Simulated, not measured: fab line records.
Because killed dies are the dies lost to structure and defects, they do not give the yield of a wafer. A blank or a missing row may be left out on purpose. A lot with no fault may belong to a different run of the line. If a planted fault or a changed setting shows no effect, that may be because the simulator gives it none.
The tool behind it: which one? ; flow sky130 ; 13 lots, 39 wafers sampled, at 2 steps of a route of 708

== WHAT THE GAUGES READ, wafer by wafer ==
SKY_SONOS_ONO_CD_MEAS_13 targets a cd of 410 nm.
lot;measured;on;cd nm (nm)
L833;day 12 20:59;cd sem-02;408.9 408.4 410.6
L834;day 13 06:41;cd sem-02;405.3 406.6 408.6
L836;day 13 23:02;cd sem-01;409.9 409.8 409.8
L838;day 15 02:47;cd sem-02;409.4 409.2 409.3
L839;day 15 07:53;cd sem-02;406.1 408.5 406.3
L841;day 16 01:53;cd sem-01;407.9 407.6 405.8
L843;day 16 05:18;cd sem-02;401.8 406.0 401.9
L845;day 17 07:17;cd sem-02;415.9 412.8 415.1
L850;day 18 21:05;cd sem-02;406.9 408.6 408.6
L851;day 19 20:35;cd sem-02;408.9 407.6 406.2
L852;day 19 20:46;cd sem-01;409.9 409.7 408.5
L854;day 20 02:10;cd sem-02;408.5 411.8 411.9
L855;day 20 23:02;cd sem-01;407.7 407.8 407.8

== TOOL THAT RAN EACH LOT (tool first, then ch and the chambers of the sampled wafers, then the start) ==
lot;SKY_FIELD_ISO_WET_ETCH_18
L833;wet bench-02 ch 3, day 2 10:40
L834;wet bench-02 ch 0, day 2 14:05
L836;wet bench-03 ch 3, day 3 03:10
L838;wet bench-02 ch 3, day 3 17:05
L839;wet bench-04 ch 1, day 3 23:29
L841;wet bench-04 ch 2, day 4 03:37
L843;wet bench-04 ch 0, day 4 13:34
L845;wet bench-04 ch 0, day 5 03:23
L850;wet bench-04 ch 3, day 6 02:28
L851;wet bench-04 ch 2, day 6 08:35
L852;wet bench-02 ch 0, day 6 14:46
L854;wet bench-03 ch 2, day 6 22:58
L855;wet bench-03 ch 3, day 7 04:50
- SKY_FIELD_ISO_WET_ETCH_18: etches Si3N4 in H3PO4, target depth 25 nm, time 286 s.

== AS READ BY THE TOOLS THEMSELVES (means over the sampled wafers that have a number; for cases with no such wafer, the mark the record gives instead) ==
SKY_FIELD_ISO_WET_ETCH_18.
lot;tool;run length s (s)
L833;wet bench-02;310
L834;wet bench-02;312
L836;wet bench-03;319
L838;wet bench-02;311
L839;wet bench-04;312
L841;wet bench-04;310
L843;wet bench-04;319
L845;wet bench-04;310
L850;wet bench-04;188
L851;wet bench-04;187
L852;wet bench-02;311
L854;wet bench-03;318
L855;wet bench-03;319

== THE ANSWER, worked out from the rows above alone ==
Rule: what is usual is taken from the lots themselves. The widest of any qualifying gaps counts: lots, ordered by their means at a reading, are off when they make up no more than a third of the lots, leave a main group of 4 or more, and stand apart from it by 3 or more times the standard deviation of that group's means. The tables above print the reading to a certain number of digits; a main group whose means all agree to those digits is not used. A lot without any number at a reading at which 4 lots or more have one is off too. Where the step has rows for the other lots, those lots are counted as sound. Order of review: gauges by route order, followed by the tools' own readings, for which a lot's mean as printed above is used. At the first step where some lot is off, the reading lying furthest off is the one used; lots without a number count as furthest.
Off: L850, L851, at SKY_FIELD_ISO_WET_ETCH_18 (run length s). For the main group the mean is 314 s and the standard deviation 3.9.
A tool fits if, at that step or a process step before it, it ran every lot that is off, and no sound lot after the first of them. One fits: wet bench-04 at SKY_FIELD_ISO_WET_ETCH_18. A fault onset in the window from L845 (day 5 03:23, its last sound lot) to L850 (day 6 02:28, its first lot off) fits.
The tool's own readings at SKY_FIELD_ISO_WET_ETCH_18 bear it out: on the lots that are off they differ by more than 5 times the standard deviation of the sound lots' means. run length s reads 188 s there against 314 s on the sound lots.

== WHAT THE SIMULATOR HAD INSERTED ==
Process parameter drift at SKY_FIELD_ISO_WET_ETCH_18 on wet bench-04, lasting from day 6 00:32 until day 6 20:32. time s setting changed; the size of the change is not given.
Struck lots among those shown: L850, L851. This agrees with what the rule above found.
